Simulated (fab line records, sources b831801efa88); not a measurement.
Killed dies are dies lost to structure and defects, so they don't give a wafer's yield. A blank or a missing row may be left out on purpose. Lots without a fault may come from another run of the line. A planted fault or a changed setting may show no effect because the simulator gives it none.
fab line records | flow sky130
record lots=7 wafers=21 last_day=50
route steps=708 shown NWELL@77 PWDE@84 VT_ADJUST_HVTP@85 PAD_OPEN@708
lots that met no fault: from a run of the same line without faults
start_h: hours from the record's first day to the start of the lot's first wafer shown | wait_h: hours since the lot's step before | " the same as in the row above | L1.1+2: a row that stands for several wafers | - no value, or no start given | * or withheld: withheld | < > ~ a bound
route shown NAME@n: a module of which the file shows steps, and the number in the route of the first | usual: mean/standard deviation of fault-free wafers | same: alike in all rows | chamber/n: place in a boat | sites: the reading at each site | _std_site: their standard deviation | _edge_site: outer sites' mean less inner sites' | radius_mm: how far each site lies from the wafer's centre | mask NAME#n: copy n | behind: the tool/chamber that last shaped the wafer | hold: why the lot was held/for how many hours/how that ended | device: the transistor (n, p or np) that didn't switch | end of line: the same wafers' tests at the end of the route | a step without rows: its recipe alone | killed: dies lost to structure and defects at the first sort, not the wafer's yield | map: a wafer's dies, x killed, . not, _ none there
set.NAME: the setting as run; set.NAME@STEP: as run at that earlier step | model.NAME: the simulator's own value behind a step, which no gauge read
lots at some steps of the route; a table a step, a row a wafer
services: from which hour (start_h, from the record's first day; less than 0 if before it) a tool's chamber was out of use, for how many hours, and why
## steps
# step SKY_NWELL_IMPLANT_24
# recipe species=B energy_kev=140 dose_cm2=9.2e+12 tilt_deg=withheld
# step SKY_NWELL_STRIP_25
# recipe chemistry=O2/N2 power_w=1400 pressure_mtorr=1500 platen_temp_c=withheld o2_flow_sccm=3000 n2_flow_sccm=300 overash_fraction=0.5
# usual drypump_motor_current_A=5.8/0.46 oes_product_au=0.722/0.0049 strip_time_to_endpoint_s=36.88/0.1
# columns lot.wafer tool chamber start_h wait_h drypump_motor_current_A oes_product_au rf_hours_counter_h strip_time_to_endpoint_s
L557.1 plasma_asher-04 1 110.81 0.1 5.8 0.716 32 36.91
L557.4 " 0 " " 5.3 0.722 - 37.06
L557.6 " 0 " " 5.3 0.728 - 36.85
L561.1 plasma_asher-02 1 136.76 0.1 5.4 0.719 41 36.94
L561.2 " 0 " " 6.3 0.723 41 36.87
L561.3 " 1 " " 5.4 0.723 - 36.85
L566.1 plasma_asher-02 1 168.71 0.1 5.4 0.726 44 36.89
L566.2 " 0 " " 6.3 0.724 44 36.88
L566.6 " 1 " " 5.4 0.718 - 36.88
L567.1 plasma_asher-02 1 174.41 0.1 5.4 0.723 45 36.87
L567.3 " 0 " " 6.2 0.720 - 36.87
L567.6 " 1 " " 5.4 0.713 - 36.83
L568.1 plasma_asher-03 1 179.21 0.1 6.6 0.724 6 36.80
L568.3 " 1 " " 6.6 0.721 - 36.94
L568.5 " 0 " " 5.4 0.718 - 36.84
L572.1 plasma_asher-02 0 201.21 0.1 6.2 0.713 47 36.97
L572.4 " 1 " " 5.4 0.722 - 36.97
L572.6 " 0 " " 6.2 0.735 - 37.02
L579.2 plasma_asher-03 1 240.76 0.1 6.5 0.717 10 36.82
L579.4 " 1 " " 6.6 0.724 - 36.73
L579.5 " 1 " " 6.5 0.727 - 36.69
# step SKY_NWELL_TW_MEAS_26
# usual NWELL_2_TW=499.4/2.6
# columns lot.wafer tool chamber start_h wait_h NWELL_2_TW
L557.1 film_metro-04 - 110.91 0.1 501.6
L557.4 " - " " 496.9
L557.6 " - " " 498.7
L561.1 film_metro-04 - 136.86 0.1 496.2
L561.2 " - " " 497.5
L561.3 " - " " 497.5
L566.1 film_metro-03 - 168.81 0.1 496.7
L566.2 " - " " 496.5
L566.6 " - " " 495.1
L567.1 film_metro-04 - 174.51 0.1 497.7
L567.3 " - " " 498.8
L567.6 " - " " 498.3
L568.1 film_metro-02 - 179.31 0.1 505.4
L568.3 " - " " 504.1
L568.5 " - " " 501.0
L572.1 film_metro-04 - 201.31 0.1 498.4
L572.4 " - " " 496.0
L572.6 " - " " 497.2
L579.2 film_metro-02 - 240.87 0.1 497.1
L579.4 " - " " 496.3
L579.5 " - " " 496.5
# step SKY_NWELL_CLEAN_27
# recipe chemistry=SC1/SC2 mix=1:4:20 temp_c=70 time_s=150 dry=n2_spin
# step SKY_NWELL_RTA_28
# recipe temp_c=1050 time_s=30 idle_temp_c=650 ramp_up_c_per_s=150 ramp_down_c_per_s=90 ambient=N2
# usual lamp_power_pct=25.31/0.05 wafer_temp_C_max=1054.7/0.87
# columns lot.wafer tool chamber start_h wait_h lamp_power_pct wafer_temp_C_max
L557.1 rtp_anneal-01 0 111.03 0.0 25.34 1056.3
L557.4 " 0 " " 25.26 1054.0
L557.6 " 0 " " 25.30 1054.5
L561.1 rtp_anneal-02 0 136.98 0.0 25.30 1055.6
L561.2 " 0 " " 25.30 1054.8
L561.3 " 0 " " 25.40 1054.5
L566.1 rtp_anneal-01 0 168.92 0.0 25.34 1055.3
L566.2 " 0 " " 25.32 1054.0
L566.6 " 0 " " 25.27 1054.3
L567.1 rtp_anneal-02 0 174.62 0.0 25.21 1054.3
L567.3 " 0 " " 25.33 1055.4
L567.6 " 0 " " 25.32 1056.0
L568.1 rtp_anneal-01 0 179.42 0.0 25.31 1054.3
L568.3 " 0 " " 25.24 1053.8
L568.5 " 0 " " 25.29 1055.0
L572.1 rtp_anneal-01 0 201.43 0.0 25.30 1053.8
L572.4 " 0 " " 25.37 1053.1
L572.6 " 0 " " 25.36 1052.9
L579.2 rtp_anneal-01 0 240.99 0.0 25.23 1054.3
L579.4 " 0 " " 25.30 1053.9
L579.5 " 0 " " 25.33 1054.1
# step SKY_NWELL_RS_MEAS_29
# recipe thk_meas_gauge=four-point-probe
# usual NWELL_RS=624.1/1.3
# columns lot.wafer tool chamber start_h wait_h NWELL_RS[ohm/sq]
L557.1 film_metro-03 - 111.13 0.1 624.6
L557.4 " - " " 622.9
L557.6 " - " " 625.9
L561.1 film_metro-03 - 137.08 0.1 622.6
L561.2 " - " " 622.0
L561.3 " - " " 623.9
L566.1 film_metro-03 - 169.02 0.1 625.7
L566.2 " - " " 623.9
L566.6 " - " " 623.4
L567.1 film_metro-02 - 174.72 0.1 627.3
L567.3 " - " " 624.0
L567.6 " - " " 624.9
L568.1 film_metro-02 - 179.52 0.1 623.2
L568.3 " - " " 623.7
L568.5 " - " " 624.4
L572.1 film_metro-03 - 201.53 0.1 622.6
L572.4 " - " " 624.3
L572.6 " - " " 623.2
L579.2 film_metro-04 - 241.09 0.1 621.2
L579.4 " - " " 623.9
L579.5 " - " " 622.4
# step SKY_NWELL_RS_MEAS_31
# recipe thk_meas_gauge=four-point-probe
# usual PWDE_RS=5275/17
# columns lot.wafer tool chamber start_h wait_h PWDE_RS[ohm/sq]
L557.1 film_metro-03 - 111.37 0.1 5272
L557.4 " - " " 5268
L557.6 " - " " 5268
L561.1 film_metro-03 - 137.32 0.1 5279
L561.2 " - " " 5289
L561.3 " - " " 5271
L566.1 film_metro-03 - 169.26 0.1 5274
L566.2 " - " " 5277
L566.6 " - " " 5282
L567.1 film_metro-02 - 174.96 0.1 5287
L567.3 " - " " 5288
L567.6 " - " " 5291
L568.1 film_metro-02 - 179.76 0.1 5259
L568.3 " - " " 5285
L568.5 " - " " 5290
L572.1 film_metro-03 - 201.77 0.1 5263
L572.4 " - " " 5288
L572.6 " - " " 5247
L579.2 film_metro-04 - 241.33 0.1 5309
L579.4 " - " " 5270
L579.5 " - " " 5276
# step SKY_VT_ADJUST_HVTP_DEHYDRATE_00
# recipe temp_c=200 time_s=60
# step SKY_VT_ADJUST_HVTP_HMDS_01
# recipe prime_time_s=60 prime_temp_c=120
# step SKY_VT_ADJUST_HVTP_COAT_02
# recipe resist=NOVOLAK spin_rpm=3000 resist_thk_nm=1140
# step SKY_VT_ADJUST_HVTP_SOFTBAKE_03
# recipe temp_c=90 time_s=60 resist=NOVOLAK
# step SKY_VT_ADJUST_HVTP_EXPOSE_04
# recipe mask_id=HVTPM na=0.6 source_shape=conventional sigma_outer=0.6 polarization=unpolarized target_cd_nm=380 dose_mj=140
# columns lot.wafer tool chamber start_h wait_h mask model.VT_ADJUST_HVTP.overlay_x_nm
L557.1+4+6 iline_stepper-02 0 120.59 - HVTPM#0 -1.185
L561.1+2+3 iline_stepper-02 0 146.89 - HVTPM#0 1.316
L566.1+2+6 iline_stepper-02 0 179.89 - HVTPM#0 43.08
L567.1+3+6 iline_stepper-02 0 185.18 - HVTPM#0 41.16
L568.1+3+5 iline_stepper-02 0 190.08 - HVTPM#0 48.33
L572.1+4+6 iline_stepper-01 0 212.54 - HVTPM#0 1.117
L579.2+4+5 iline_stepper-01 0 252.50 - HVTPM#0 1.537
# step SKY_VT_ADJUST_HVTP_PEB_05
# recipe temp_c=withheld time_s=* resist=NOVOLAK
# step SKY_VT_ADJUST_HVTP_DEVELOP_06
# recipe resist=NOVOLAK developer=TMAH develop_time_s=60 dev_temp_c=23
# step SKY_VT_ADJUST_HVTP_CD_MEAS_07
# recipe target_cd_nm=380
# usual cd_nm=380.6/2.7
# columns lot.wafer tool chamber start_h wait_h cd_nm
L557.1 cd_sem-02 - 130.03 0.1 381.2
L557.4 " - " " 381.1
L557.6 " - " " 380.9
L561.1 cd_sem-01 - 156.21 0.1 383.4
L561.2 " - " " 382.0
L561.3 " - " " 383.7
L566.1 cd_sem-02 - 189.81 0.1 377.3
L566.2 " - " " 382.1
L566.6 " - " " 380.5
L567.1 cd_sem-01 - 195.59 0.1 378.0
L567.3 " - " " 376.4
L567.6 " - " " 379.0
L568.1 cd_sem-01 - 200.56 0.1 380.0
L568.3 " - " " 380.4
L568.5 " - " " 379.9
L572.1 cd_sem-02 - 222.68 0.1 379.5
L572.4 " - " " 378.6
L572.6 " - " " 378.6
L579.2 cd_sem-02 - 264.11 0.1 377.9
L579.4 " - " " 381.9
L579.5 " - " " 381.7
# step SKY_VT_ADJUST_HVTP_OVL_MEAS_08
# usual VT_ADJUST_HVTP_OVL=-0.2/1.6
# columns lot.wafer tool chamber start_h wait_h hold VT_ADJUST_HVTP_OVL[nm]
L557.1 overlay-01 - 130.15 0.1 - -2.8
L557.4 " - " " - -4.3
L557.6 " - " " - -3.8
L561.1 overlay-01 - 156.33 0.1 - 0.8
L561.2 " - " " - 0.6
L561.3 " - " " - 0.2
L566.1 overlay-01 - 189.93 0.1 await_dispo/0.2h/release 41.1
L566.2 " - " " await_dispo/0.2h/release 42.8
L566.6 " - " " await_dispo/0.2h/release 41.7
L566.1 overlay-01 - 190.14 0.2 - 41.0
L566.2 " - " " - 42.6
L566.6 " - " " - 41.5
L567.1 overlay-02 - 195.71 0.1 await_dispo/0.2h/release 42.2
L567.3 " - " " await_dispo/0.2h/release 42.7
L567.6 " - " " await_dispo/0.2h/release 44.7
L567.1 overlay-02 - 195.91 0.2 - 42.2
L567.3 " - " " - 42.8
L567.6 " - " " - 45.0
L568.1 overlay-02 - 200.68 0.1 await_dispo/0.2h/release 47.4
L568.3 " - " " await_dispo/0.2h/release 47.7
L568.5 " - " " await_dispo/0.2h/release 47.7
L568.1 overlay-02 - 200.89 0.2 - 46.8
L568.3 " - " " - 47.3
L568.5 " - " " - 47.9
L572.1 overlay-02 - 222.80 0.1 - 1.6
L572.4 " - " " - -0.6
L572.6 " - " " - 1.1
L579.2 overlay-02 - 264.21 0.1 - 1.4
L579.4 " - " " - 1.2
L579.5 " - " " - 1.5
# step SKY_PAD_OPEN_PROBE_99
# usual killed_at_M0_to_M3=43/7.3 killed_at_M4_up=3.2/1.8 killed_at_contacts=24/5.8 killed_at_front_end=16/4.5 killed_at_other=0.3/0.53 killed_dies=87/9.9 killed_on_rim=17/3.8 killed_open=48/6.8 killed_short=39/6.9
# same gross_dies=492 killed_at_back_side=0
# columns lot.wafer tool chamber start_h wait_h killed_at_M0_to_M3 killed_at_M4_up killed_at_contacts killed_at_front_end killed_at_other killed_dies killed_on_rim killed_open killed_short model.etest.sram_pfet_latch.drive_ua_um model.etest.sram_pfet_latch.off_log10_a_um model.etest.sram_pfet_latch.vt_sat_v model.etest.sram_pfet_latch.vt_v
L557.1 prober-02 - 1079.44 0.1 38 2 16 24 2 82 16 39 43 143.8 -12.41 -0.7499 -0.8879
L557.4 prober-02 - 1079.59 0.2 38 2 37 9 0 86 14 48 38 152.1 -11.99 -0.7338 -0.8687
L557.6 prober-02 - 1079.69 0.2 28 2 25 14 0 69 10 43 26 142.3 -12.45 -0.7664 -0.9031
L561.1 prober-01 - 1099.78 0.1 50 3 22 22 0 97 18 58 39 139.8 -12.89 -0.7893 -0.9115
L561.2 prober-01 - 1099.83 0.1 40 3 24 13 0 80 16 47 33 151.8 -12.43 -0.7524 -0.8878
L561.3 prober-01 - 1099.88 0.2 41 5 23 17 0 86 18 45 41 138.6 -12.98 -0.8038 -0.9293
L566.1 prober-01 - 1138.89 0.1 49 3 30 20 0 102 23 54 48 142.5 -12.51 -0.7672 -0.9077
L566.2 prober-01 - 1138.94 0.1 46 1 32 24 0 103 18 63 40 147.8 -12.05 -0.7307 -0.8721
L566.6 prober-01 - 1139.14 0.2 51 1 24 15 0 91 17 52 39 148.9 -12.18 -0.7294 -0.8754
L568.1 prober-02 - 1142.88 0.1 34 2 24 25 0 85 19 48 37 149.5 -12.08 -0.7292 -0.8786
L568.3 prober-02 - 1142.98 0.2 43 3 28 16 1 91 18 51 40 156.2 -12.19 -0.7321 -0.8824
L568.5 prober-02 - 1143.08 0.2 45 3 33 10 0 91 20 57 34 155 -12.03 -0.7147 -0.8679
L567.1 prober-01 - 1144.89 0.1 32 5 15 15 0 67 9 33 34 153.4 -11.8 -0.7059 -0.8589
L567.3 prober-01 - 1144.99 0.2 39 6 23 16 1 85 21 49 36 156.4 -11.89 -0.7034 -0.8538
L567.6 prober-01 - 1145.14 0.2 35 4 24 14 0 77 18 43 34 158.5 -11.86 -0.6995 -0.8558
L572.1 prober-01 - 1162.99 0.1 46 6 19 16 1 88 22 45 43 129.9 -13.07 -0.8232 -0.9484
L572.4 prober-01 - 1163.14 0.2 39 4 29 16 0 88 16 49 39 135.8 -12.98 -0.7871 -0.9183
L572.6 prober-01 - 1163.24 0.2 54 1 28 24 0 107 19 59 48 136.6 -12.97 -0.7928 -0.9266
L579.2 prober-02 - 1193.20 0.1 58 5 33 21 0 117 25 61 56 143.4 -12.88 -0.7777 -0.9075
L579.4 prober-02 - 1193.30 0.2 42 3 13 17 0 75 17 49 26 140.2 -12.92 -0.7832 -0.9039
L579.5 prober-02 - 1193.35 0.2 34 3 19 14 0 70 14 37 33 137.4 -13.18 -0.8055 -0.9318
# killed by level:class
L557.1 VIA2:geometric_particle:open=7 FIELD_ISO:geometric_particle:open=6 FIELD_ISO:geometric_particle:short=6 VIA2:geometric_particle:short=5 POLY_GATE:geometric_particle:short=5 CONTACT:geometric_particle:open=5 METAL1:geometric_particle:short=5 VIA3:geometric_particle:open=5
L557.4 LI_CONTACT:geometric_particle:open=12 VIA1:geometric_particle:open=11 CONTACT:geometric_particle:short=10 CONTACT:geometric_particle:open=9 VIA3:geometric_particle:open=5 VIA2:geometric_particle:short=4 FIELD_ISO:geometric_particle:short=3 LI_CONTACT:geometric_particle:short=3
L557.6 LI_CONTACT:geometric_particle:open=9 CONTACT:geometric_particle:open=6 VIA1:geometric_particle:open=6 VIA2:geometric_particle:open=6 FIELD_ISO:geometric_particle:short=5 METAL2:geometric_particle:short=5 LI_CONTACT:geometric_particle:short=4 CONTACT:geometric_particle:short=4
L561.1 LI_CONTACT:geometric_particle:open=11 VIA1:geometric_particle:open=11 VIA1:geometric_particle:short=8 CONTACT:geometric_particle:open=8 VIA3:geometric_particle:open=8 POLY_GATE:geometric_particle:short=7 METAL2:geometric_particle:open=6 METAL2:geometric_particle:short=5
L561.2 VIA1:geometric_particle:open=11 VIA2:geometric_particle:open=11 LI_CONTACT:geometric_particle:open=6 CONTACT:geometric_particle:open=6 LI_CONTACT:geometric_particle:short=4 VIA3:geometric_particle:open=4 CONTACT:geometric_particle:short=4 FIELD_ISO:geometric_particle:open=3
L561.3 VIA1:geometric_particle:open=10 LI_CONTACT:geometric_particle:open=8 FIELD_ISO:geometric_particle:short=7 VIA2:geometric_particle:open=6 VIA3:geometric_particle:open=6 CONTACT:geometric_particle:open=5 METAL2:geometric_particle:short=5 CONTACT:geometric_particle:short=4
L566.1 VIA1:geometric_particle:open=16 CONTACT:geometric_particle:open=10 FIELD_ISO:geometric_particle:short=8 LI_CONTACT:geometric_particle:open=7 METAL2:geometric_particle:short=7 VIA3:geometric_particle:open=6 METAL1:geometric_particle:short=6 POLY_GATE:geometric_particle:open=5
L566.2 CONTACT:geometric_particle:open=13 VIA1:geometric_particle:open=12 LI_CONTACT:geometric_particle:open=11 VIA2:geometric_particle:short=8 POLY_GATE:geometric_particle:open=7 FIELD_ISO:geometric_particle:open=6 METAL1:geometric_particle:short=6 VIA2:geometric_particle:open=5
L566.6 CONTACT:geometric_particle:open=15 VIA1:geometric_particle:open=12 VIA2:geometric_particle:open=9 METAL2:geometric_particle:short=8 CONTACT:geometric_particle:short=5 VIA1:geometric_particle:short=4 FIELD_ISO:geometric_particle:short=3 LI_CONTACT:geometric_particle:open=3
L568.1 CONTACT:geometric_particle:open=13 VIA1:geometric_particle:open=9 POLY_GATE:geometric_particle:short=7 FIELD_ISO:geometric_particle:open=6 METAL2:geometric_particle:short=6 FIELD_ISO:geometric_particle:short=5 VIA2:geometric_particle:open=4 VIA3:geometric_particle:open=4
L568.3 VIA1:geometric_particle:open=13 CONTACT:geometric_particle:open=12 CONTACT:geometric_particle:short=7 VIA2:geometric_particle:open=7 LI_CONTACT:geometric_particle:open=6 FIELD_ISO:geometric_particle:short=5 POLY_GATE:geometric_particle:short=5 VIA1:geometric_particle:short=5
L568.5 VIA1:geometric_particle:open=16 CONTACT:geometric_particle:open=13 VIA2:geometric_particle:open=8 LI_CONTACT:geometric_particle:short=6 LOCAL_INTERCONNECT:geometric_particle:short=5 CONTACT:geometric_particle:short=5 VIA3:geometric_particle:open=5 LI_CONTACT:geometric_particle:open=4
L567.1 FIELD_ISO:geometric_particle:open=6 CONTACT:geometric_particle:open=6 POLY_GATE:geometric_particle:short=5 VIA1:geometric_particle:open=5 VIA2:geometric_particle:open=5 VIA2:geometric_particle:short=5 VIA3:geometric_particle:open=4 METAL1:geometric_particle:short=4
L567.3 VIA1:geometric_particle:open=15 CONTACT:geometric_particle:open=10 FIELD_ISO:geometric_particle:open=6 VIA2:geometric_particle:open=5 FIELD_ISO:geometric_particle:short=4 VIA1:geometric_particle:short=4 LI_CONTACT:geometric_particle:open=4 CONTACT:geometric_particle:short=4
L567.6 VIA2:geometric_particle:open=8 LI_CONTACT:geometric_particle:open=8 CONTACT:geometric_particle:open=8 METAL1:geometric_particle:short=6 VIA1:geometric_particle:open=5 POLY_GATE:geometric_particle:short=4 LI_CONTACT:geometric_particle:short=4 METAL2:geometric_particle:short=4
L572.1 VIA1:geometric_particle:open=7 VIA2:geometric_particle:open=7 METAL2:geometric_particle:short=7 LI_CONTACT:geometric_particle:open=6 CONTACT:geometric_particle:open=6 METAL1:geometric_particle:short=6 FIELD_ISO:geometric_particle:short=5 VIA3:geometric_particle:open=5
L572.4 CONTACT:geometric_particle:open=13 LI_CONTACT:geometric_particle:open=10 VIA1:geometric_particle:open=8 METAL3:geometric_particle:short=6 CONTACT:geometric_particle:short=5 VIA1:geometric_particle:short=5 METAL2:geometric_particle:short=5 FIELD_ISO:geometric_particle:short=4
L572.6 CONTACT:geometric_particle:open=14 VIA1:geometric_particle:open=12 LI_CONTACT:geometric_particle:open=10 METAL2:geometric_particle:short=9 FIELD_ISO:geometric_particle:short=8 METAL1:geometric_particle:short=7 POLY_GATE:geometric_particle:short=6 VIA3:geometric_particle:short=6
L579.2 VIA1:geometric_particle:open=14 METAL2:geometric_particle:short=11 CONTACT:geometric_particle:open=10 LI_CONTACT:geometric_particle:open=9 METAL1:geometric_particle:short=7 POLY_GATE:geometric_particle:open=6 VIA3:geometric_particle:open=6 VIA2:geometric_particle:short=6
L579.4 VIA1:geometric_particle:open=16 POLY_GATE:geometric_particle:open=5 POLY_GATE:geometric_particle:short=5 VIA3:geometric_particle:open=5 CONTACT:geometric_particle:short=4 VIA2:geometric_particle:open=4 FIELD_ISO:geometric_particle:open=3 SPACER:geometric_particle:open=3
L579.5 LI_CONTACT:geometric_particle:open=7 CONTACT:geometric_particle:open=6 METAL2:geometric_particle:short=6 VIA3:geometric_particle:open=6 FIELD_ISO:geometric_particle:short=5 VIA2:geometric_particle:open=5 POLY_GATE:geometric_particle:open=4 METAL1:geometric_particle:short=4
## services
# columns tool chamber start_h hours kind
plasma_asher-03 - 108.75 9.0 pm
plasma_asher-03 0 108.75 9.0 vent_cycle
plasma_asher-03 1 108.75 9.0 vent_cycle
plasma_asher-03 0 117.75 - clean
plasma_asher-03 1 117.75 - clean
iline_stepper-02 - 118.72 1.7 pm
iline_stepper-02 - 199.82 4.4 pm
iline_stepper-01 - 205.96 1.6 repair
plasma_asher-03 - 206.60 14.6 pm
iline_stepper-02 - 226.91 17.1 repair
## key
first_sign step=SKY_VT_ADJUST_HVTP_OVL_MEAS_08 reading=visit direction=added
effect step=SKY_VT_ADJUST_HVTP_OVL_MEAS_08 reading=VT_ADJUST_HVTP_OVL direction=up sigmas=28 usual=-0.2 struck=44.2
model_effect step=SKY_VT_ADJUST_HVTP_EXPOSE_04 value=VT_ADJUST_HVTP.overlay_x_nm without=0.02973 struck=44.19
model_effect step=SKY_PAD_OPEN_PROBE_99 value=etest.sram_pfet_latch.drive_ua_um without=143.5 struck=152
met_at SKY_VT_ADJUST_HVTP_EXPOSE_04
struck_wafers L566.1,L566.2,L566.6,L567.1,L567.3,L567.6,L568.1,L568.3,L568.5
tester_left_out L566,L567,L568
onset_between 146.89 179.89
fault kind=scanner_matching_overlay tool=iline_stepper-02 chamber=- onset_h=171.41 steps=SKY_VT_ADJUST_HVTP_EXPOSE_04 offset=44.161
# tester_left_out: of these lots the tester's yield and bins aren't shown, on N5 and GAA mostly nor the transistor test; their killed dies are dies lost to structure and defects alone, not to doping, threshold or leakage, so they don't give the yield
